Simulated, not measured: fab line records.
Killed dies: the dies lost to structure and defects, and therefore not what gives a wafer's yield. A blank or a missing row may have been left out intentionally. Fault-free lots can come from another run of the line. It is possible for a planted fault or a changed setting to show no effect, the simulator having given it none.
Chamber matching -- flow sky130 -- SKY_VIA2_CMP_24 on cmp-02 has 4 sister chambers
The step polishes, stops on SiO2, t overpolish 20 s, target thk 0 nm. 14 wafers are shown with their chamber, then 7 later ones without.

== EACH WAFER AND ITS CHAMBER ==
wafer,chamber,motorCurrentA (A),overpolishRunS (s),timeToEndpointS (s)
L678.2,2,11.3,20.006,107
L678.3,1,11.4,19.985,107
L678.6,2,11.5,20.018,105
L680.2,1,11.8,20.008,109
L680.3,3,10.8,19.995,107
L680.6,1,12.6,20.014,107
L685.1,1,12.9,19.993,110
L685.2,2,11.8,19.997,111
L685.6,2,11.6,20.012,110
L684.1,0,11.3,19.997,110
L684.3,1,13.0,20.002,107
L684.6,3,10.5,19.995,111
L687.2,3,11.2,19.995,107
L687.5,2,11.2,20.003,107

SIGNATURES, as means of the wafers listed above
reading,chamber 0,chamber 1,chamber 2,chamber 3,scatter within a chamber
motorCurrentA,11.300,12.340,11.480,10.833,0.497
overpolishRunS,19.99700,20.00040,20.00720,19.99500,0.00894
timeToEndpointS,110.00,108.00,108.00,108.33,2.07
Rule: distance of a wafer from a chamber = root of the sum over the readings of ((wafer's reading minus chamber's mean) / reading's scatter) squared. If the next closest chamber is less than 2 further off than the closest, the wafer can't be placed; otherwise it belongs to the closest. The scatter: take each reading less its chamber's mean, square it, sum over the shown wafers, divide by the number of wafers less the number of chambers, and take the root.

== WAFERS WITHOUT THEIR CHAMBER ==
wafer,motorCurrentA (A),overpolishRunS (s),timeToEndpointS (s)
L687.6,12.8,19.976,103
L691.1,11.5,20.001,108
L691.2,10.6,20.002,108
L691.6,10.9,20.012,107
L695.1,10.8,19.994,113
L695.4,11.3,20.001,112
L695.6,11.6,19.994,108

== WHICH CHAMBER EACH ONE RAN IN ==
wafer,from the rows above,in truth
L687.6,can't be placed: 1 or 2 or 0 or 3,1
L691.1,can't be placed: 2 or 0 or 3 or 1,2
L691.2,can't be placed: 3 or 0 or 2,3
L691.6,can't be placed: 2 or 3 or 0 or 1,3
L695.1,can't be placed: 0 or 3 or 2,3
L695.4,can't be placed: 0 or 2 or 3 or 1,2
L695.6,can't be placed: 0 or 2 or 3 or 1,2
0 of 7 placed correctly. Cannot be placed on the basis of these rows: 7; the candidates contain the true chamber in 7. Placed wrongly: 0.
